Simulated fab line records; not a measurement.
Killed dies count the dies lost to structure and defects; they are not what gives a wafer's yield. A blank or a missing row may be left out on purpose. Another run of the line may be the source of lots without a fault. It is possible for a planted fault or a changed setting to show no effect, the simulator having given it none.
Which tool was responsible?    flow sfq_line    14 lots, 42 wafers sampled, at 2 steps of a route of 325

== WHAT THE GAUGES READ, wafer by wafer ==
SFQ_I0_BOW_MEAS_907. Usual: I0_BOW gives 0 um (standard deviation 7.3).
lot   measured      on             I0_BOW (um)    flag
L738  day 13 01:07  film_metro-01  -10 4 -2       
L741  day 14 11:49  film_metro-01  -10 -2 3       
L742  day 15 00:52  film_metro-02  2 6 -5         
L743  day 15 10:26  film_metro-02  6 11 6         
L746  day 16 09:25  film_metro-03  11 3 6         
L747  day 16 16:46  film_metro-02  9 -1 -8        
L748  day 17 01:08  film_metro-02  3 3 -9         
L749  day 17 06:16  film_metro-02  7 -2 4         
L750  day 17 09:34  film_metro-01  0 2 -2 - - -   
L751  day 17 14:22  film_metro-02  5 0 -13 - - -  
L752  day 17 19:10  film_metro-01  6 1 9          
L753  day 18 04:53  film_metro-01  -14 -10 -17    
L757  day 19 09:45  film_metro-01  0 8 9          
L761  day 20 20:29  film_metro-02  6 4 5          

== WHAT TOOL EACH LOT RAN ON (gives the tool, then ch and the chambers of the sampled wafers, and finally the start) ==
lot   SFQ_TRILAYER_I0_CMP_CMP_028
L738  cmp-02 ch 0,1,3, day 12 22:37
L741  cmp-01 ch 0,1,3, day 14 08:48
L742  cmp-02 ch 0,3, day 14 21:50
L743  cmp-02 ch 1,2,3, day 15 07:26
L746  cmp-01 ch 1,2,3, day 16 06:25
L747  cmp-02 ch 1,2,3, day 16 14:43
L748  cmp-01 ch 0,3, day 16 22:38
L749  cmp-02 ch 0,1,3, day 17 03:43
L750  cmp-02 ch 0,2, day 17 07:04
L751  cmp-02 ch 2,3, day 17 11:52
L752  cmp-01 ch 0,3, day 17 16:10
L753  cmp-01 ch 0,1,2, day 18 01:52
L757  cmp-01 ch 0,2,3, day 19 06:43
L761  cmp-01 ch 2,3, day 20 17:59
- SFQ_TRILAYER_I0_CMP_CMP_028: polishes SiO2.

== AS READ BY THE TOOLS THEMSELVES (means over the sampled wafers that have a number; for cases with no such wafer, the mark the record gives instead) ==
SFQ_TRILAYER_I0_CMP_CMP_028. Usual: head_pressure_psi 3.000 psi, standard deviation 0.0065; motor_current_A 10.5 A, standard deviation 0.75; time_to_endpoint_s 215 s, standard deviation 7.4.
lot   tool    head_pressure_psi (psi)  motor_current_A (A)  time_to_endpoint_s (s)  flag
L738  cmp-02  3.003                    11.0                 218                     
L741  cmp-01  3.005                    10.6                 214                     
L742  cmp-02  3.000                    10.7                 219                     
L743  cmp-02  3.007                    10.5                 216                     
L746  cmp-01  3.000                    10.3                 199                     
L747  cmp-02  3.004                    10.7                 209                     
L748  cmp-01  3.000                    10.0                 208                     
L749  cmp-02  3.001                    11.0                 208                     
L750  cmp-02  3.001                    10.4                 228                     
L751  cmp-02  2.998                    11.1                 225                     
L752  cmp-01  2.999                    10.2                 213                     
L753  cmp-01  2.999                    10.3                 212                     
L757  cmp-01  3.000                    9.9                  222                     
L761  cmp-01  3.010                    9.4                  212                     

== THE ANSWER, worked out from the rows above alone ==
Rule: a lot is off if the mean of its wafers that have a number lies more than 3 standard deviations from the usual mean. Also off: a lot with no number at a reading for which 4 or more lots have one. Where the step has rows for the other lots, those lots are counted as sound. The gauges are gone through in route order, then the tools' own readings, and for those a lot's mean is taken as printed above. The first step at which some lot is off is used, and at that step the reading that is off furthest; a lot without a number counts as furthest.
Across all readings shown, no lot is off: no conclusion can be drawn from this.

== WHAT THE SIMULATOR HAD PUT IN ==
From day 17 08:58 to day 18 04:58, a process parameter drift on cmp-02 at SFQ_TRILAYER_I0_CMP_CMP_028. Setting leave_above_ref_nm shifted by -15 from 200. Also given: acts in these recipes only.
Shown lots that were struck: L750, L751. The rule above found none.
